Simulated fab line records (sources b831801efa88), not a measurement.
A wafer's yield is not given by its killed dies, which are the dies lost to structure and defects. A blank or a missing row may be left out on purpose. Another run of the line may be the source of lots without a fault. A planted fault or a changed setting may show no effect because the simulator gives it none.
Which tool is to blame? || flow sky130 || Sampling: 12 lots, 36 wafers, 4 of 708 route steps

## WHAT EACH GAUGE READ, for each wafer
SKY_VIA2_CD_MEAS_12 targets a cd of 200 nm.
{"lot": "L432", "measured": "day 36 13:23", "on": "cdSem-01", "cdNm (nm)": "199.9 198.5 199.2"}
{"lot": "L433", "measured": "day 36 16:02", "on": "cdSem-02", "cdNm (nm)": "201.0 198.1 198.2"}
{"lot": "L435", "measured": "day 37 05:32", "on": "cdSem-02", "cdNm (nm)": "202.1 203.7 200.6"}
{"lot": "L436", "measured": "day 37 09:14", "on": "cdSem-02", "cdNm (nm)": "200.4 201.2 199.9"}
{"lot": "L438", "measured": "day 37 21:05", "on": "cdSem-01", "cdNm (nm)": "200.7 201.0 201.1"}
{"lot": "L440", "measured": "day 38 16:25", "on": "cdSem-02", "cdNm (nm)": "199.8 200.3 199.3"}
{"lot": "L441", "measured": "day 38 20:45", "on": "cdSem-01", "cdNm (nm)": "202.4 202.3 202.0"}
{"lot": "L442", "measured": "day 38 22:56", "on": "cdSem-01", "cdNm (nm)": "199.2 198.1 198.5"}
{"lot": "L443", "measured": "day 39 12:02", "on": "cdSem-01", "cdNm (nm)": "200.7 200.3 201.9"}
{"lot": "L444", "measured": "day 39 17:17", "on": "cdSem-02", "cdNm (nm)": "201.1 200.7 201.8"}
{"lot": "L448", "measured": "day 41 10:07", "on": "cdSem-02", "cdNm (nm)": "200.3 202.0 202.5"}
{"lot": "L450", "measured": "day 41 22:41", "on": "cdSem-01", "cdNm (nm)": "200.4 202.1 201.3"}

SKY_CAPM_THK_MEAS_04: measures by xrf.
{"lot": "L432", "measured": "day 36 15:34", "on": "filmMetro-03", "CAPM_TIN_THK (nm)": "199.5 198.4 202.3"}
{"lot": "L433", "measured": "day 36 18:08", "on": "filmMetro-04", "CAPM_TIN_THK (nm)": "201.6 203.8 203.4"}
{"lot": "L435", "measured": "day 37 07:33", "on": "filmMetro-04", "CAPM_TIN_THK (nm)": "199.6 200.6 198.6"}
{"lot": "L436", "measured": "day 37 11:15", "on": "filmMetro-04", "CAPM_TIN_THK (nm)": "202.0 201.7 201.4"}
{"lot": "L438", "measured": "day 37 23:03", "on": "filmMetro-01", "CAPM_TIN_THK (nm)": "204.1 204.4 203.8"}
{"lot": "L440", "measured": "day 38 18:25", "on": "filmMetro-04", "CAPM_TIN_THK (nm)": "202.0 202.1 201.4"}
{"lot": "L441", "measured": "day 38 22:44", "on": "filmMetro-01", "CAPM_TIN_THK (nm)": "199.7 196.9 197.8"}
{"lot": "L442", "measured": "day 39 00:56", "on": "filmMetro-04", "CAPM_TIN_THK (nm)": "204.5 205.2 205.0"}
{"lot": "L443", "measured": "day 39 14:19", "on": "filmMetro-01", "CAPM_TIN_THK (nm)": "202.8 203.1 204.8"}
{"lot": "L444", "measured": "day 39 19:19", "on": "filmMetro-01", "CAPM_TIN_THK (nm)": "200.4 202.2 200.8"}
{"lot": "L448", "measured": "day 41 12:07", "on": "filmMetro-04", "CAPM_TIN_THK (nm)": "201.4 202.7 202.0"}
{"lot": "L450", "measured": "day 42 00:43", "on": "filmMetro-01", "CAPM_TIN_THK (nm)": "202.5 202.5 202.2"}

## WHICH TOOL RAN EACH LOT (tool, then ch and the chambers of the sampled wafers, then the start)
{"lot": "L432", "SKY_METAL2_ETCH_18": "rieMetal-01 ch 0,1, day 35 10:07", "SKY_METAL3_SPUTTER_01": "pvdSputter-04, day 36 15:05"}
{"lot": "L433", "SKY_METAL2_ETCH_18": "rieMetal-04 ch 1, day 35 13:41", "SKY_METAL3_SPUTTER_01": "pvdSputter-04, day 36 17:31"}
{"lot": "L435", "SKY_METAL2_ETCH_18": "rieMetal-03 ch 0,1, day 36 03:43", "SKY_METAL3_SPUTTER_01": "pvdSputter-03, day 37 07:06"}
{"lot": "L436", "SKY_METAL2_ETCH_18": "rieMetal-01 ch 0,1, day 36 06:32", "SKY_METAL3_SPUTTER_01": "pvdSputter-04, day 37 10:48"}
{"lot": "L438", "SKY_METAL2_ETCH_18": "rieMetal-01 ch 0,1, day 36 18:20", "SKY_METAL3_SPUTTER_01": "pvdSputter-03, day 37 22:35"}
{"lot": "L440", "SKY_METAL2_ETCH_18": "rieMetal-04 ch 0,1, day 37 14:37", "SKY_METAL3_SPUTTER_01": "pvdSputter-01, day 38 17:58"}
{"lot": "L441", "SKY_METAL2_ETCH_18": "rieMetal-01 ch 0,1, day 37 18:17", "SKY_METAL3_SPUTTER_01": "pvdSputter-03, day 38 22:16"}
{"lot": "L442", "SKY_METAL2_ETCH_18": "rieMetal-04 ch 0,1, day 37 20:31", "SKY_METAL3_SPUTTER_01": "pvdSputter-04, day 39 00:29"}
{"lot": "L443", "SKY_METAL2_ETCH_18": "rieMetal-04 ch 0,1, day 38 10:07", "SKY_METAL3_SPUTTER_01": "pvdSputter-04, day 39 13:52"}
{"lot": "L444", "SKY_METAL2_ETCH_18": "rieMetal-01 ch 0,1, day 38 15:19", "SKY_METAL3_SPUTTER_01": "pvdSputter-04, day 39 18:52"}
{"lot": "L448", "SKY_METAL2_ETCH_18": "rieMetal-03 ch 0,1, day 40 09:10", "SKY_METAL3_SPUTTER_01": "pvdSputter-04, day 41 11:40"}
{"lot": "L450", "SKY_METAL2_ETCH_18": "rieMetal-03 ch 0,1, day 40 21:04", "SKY_METAL3_SPUTTER_01": "pvdSputter-03, day 42 00:17"}
- SKY_METAL2_ETCH_18: etches BARC in N2/H2, stops on SiO2, time 45.9 s, target depth 60 nm.
- SKY_METAL3_SPUTTER_01: material TiN, target thk 20 nm, time 16.7 s.

## AS READ BY THE TOOLS THEMSELVES (means over the sampled wafers that have a number; for cases with no such wafer, the mark the record gives instead)
SKY_METAL2_ETCH_18.
{"lot": "L432", "tool": "rieMetal-01", "drypumpMotorCurrentA (A)": 5.4, "oesProductAu (a.u.)": 0.853, "throttleValvePct (%)": 13.227}
{"lot": "L433", "tool": "rieMetal-04", "drypumpMotorCurrentA (A)": 6.0, "oesProductAu (a.u.)": 0.852, "throttleValvePct (%)": 13.227}
{"lot": "L435", "tool": "rieMetal-03", "drypumpMotorCurrentA (A)": 5.8, "oesProductAu (a.u.)": 0.849, "throttleValvePct (%)": 13.219}
{"lot": "L436", "tool": "rieMetal-01", "drypumpMotorCurrentA (A)": 5.4, "oesProductAu (a.u.)": 0.854, "throttleValvePct (%)": 13.220}
{"lot": "L438", "tool": "rieMetal-01", "drypumpMotorCurrentA (A)": 5.3, "oesProductAu (a.u.)": 0.856, "throttleValvePct (%)": 13.230}
{"lot": "L440", "tool": "rieMetal-04", "drypumpMotorCurrentA (A)": 6.2, "oesProductAu (a.u.)": 0.858, "throttleValvePct (%)": 13.223}
{"lot": "L441", "tool": "rieMetal-01", "drypumpMotorCurrentA (A)": 5.3, "oesProductAu (a.u.)": 0.856, "throttleValvePct (%)": 13.226}
{"lot": "L442", "tool": "rieMetal-04", "drypumpMotorCurrentA (A)": 6.2, "oesProductAu (a.u.)": 0.848, "throttleValvePct (%)": 13.220}
{"lot": "L443", "tool": "rieMetal-04", "drypumpMotorCurrentA (A)": 6.1, "oesProductAu (a.u.)": 0.853, "throttleValvePct (%)": 13.222}
{"lot": "L444", "tool": "rieMetal-01", "drypumpMotorCurrentA (A)": 5.4, "oesProductAu (a.u.)": 0.856, "throttleValvePct (%)": 13.223}
{"lot": "L448", "tool": "rieMetal-03", "drypumpMotorCurrentA (A)": 5.7, "oesProductAu (a.u.)": 0.851, "throttleValvePct (%)": 13.221}
{"lot": "L450", "tool": "rieMetal-03", "drypumpMotorCurrentA (A)": 6.1, "oesProductAu (a.u.)": 0.857, "throttleValvePct (%)": 13.228}

SKY_METAL3_SPUTTER_01.
{"lot": "L432", "tool": "pvdSputter-04", "chamberPressurePa (Pa)": 0.3995, "throttleValvePct (%)": 30.2}
{"lot": "L433", "tool": "pvdSputter-04", "chamberPressurePa (Pa)": 0.4007, "throttleValvePct (%)": 30.6}
{"lot": "L435", "tool": "pvdSputter-03", "chamberPressurePa (Pa)": 0.4000, "throttleValvePct (%)": 30.7}
{"lot": "L436", "tool": "pvdSputter-04", "chamberPressurePa (Pa)": 0.3996, "throttleValvePct (%)": 30.4}
{"lot": "L438", "tool": "pvdSputter-03", "chamberPressurePa (Pa)": 0.4008, "throttleValvePct (%)": 30.6}
{"lot": "L440", "tool": "pvdSputter-01", "chamberPressurePa (Pa)": 0.4005, "throttleValvePct (%)": 29.1}
{"lot": "L441", "tool": "pvdSputter-03", "chamberPressurePa (Pa)": 0.3990, "throttleValvePct (%)": 29.2}
{"lot": "L442", "tool": "pvdSputter-04", "chamberPressurePa (Pa)": 0.4008, "throttleValvePct (%)": 30.5}
{"lot": "L443", "tool": "pvdSputter-04", "chamberPressurePa (Pa)": 0.3996, "throttleValvePct (%)": 30.3}
{"lot": "L444", "tool": "pvdSputter-04", "chamberPressurePa (Pa)": 0.3999, "throttleValvePct (%)": 30.3}
{"lot": "L448", "tool": "pvdSputter-04", "chamberPressurePa (Pa)": 0.3844, "throttleValvePct (%)": 30.7}
{"lot": "L450", "tool": "pvdSputter-03", "chamberPressurePa (Pa)": 0.3998, "throttleValvePct (%)": 30.8}

## THE ANSWER, worked out from the rows above alone
Rule: usual is defined by the lots themselves. The widest of any qualifying gaps counts: lots, ordered by their means at a reading, are off when they make up no more than a third of the lots, leave a main group of 4 or more, and stand apart from it by 3 or more times the standard deviation of that group's means. If all means in a main group match to the digits the tables above print for the reading, that group is not used. A lot without any number at a reading at which 4 lots or more have one is off too. The other lots that the step has rows for count as sound. After the gauges, taken in route order, come the tools' own readings; for these a lot's mean is taken, as printed above. At the first step where some lot is off, the reading lying furthest off is the one used; lots without a number count as furthest.
Off: L448 (SKY_METAL3_SPUTTER_01, chamberPressurePa). The main group has a mean of 0.4000 Pa with a standard deviation of 0.00057.
If a tool, at that step or one of the process steps before it, ran each lot that is off and ran no sound lot following the first of them, it fits. One fits: pvdSputter-04 at SKY_METAL3_SPUTTER_01. Its last sound lot is L444 (day 39 18:52), its first lot that is off L448 (day 41 11:40): a fault that began between those two fits.
On the lots that are off, the tool's own readings at SKY_METAL3_SPUTTER_01 differ by more than 5 times the standard deviation of the sound lots' means, which bears it out; chamberPressurePa reads 0.3844 Pa there versus 0.4000 Pa on the sound lots.

## WHAT THE SIMULATOR HAD PUT IN
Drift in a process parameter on pvdSputter-04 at SKY_METAL3_SPUTTER_01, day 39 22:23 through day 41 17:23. The setting chamberPressurePa was moved by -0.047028, starting from 0.4. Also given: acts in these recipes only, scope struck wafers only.
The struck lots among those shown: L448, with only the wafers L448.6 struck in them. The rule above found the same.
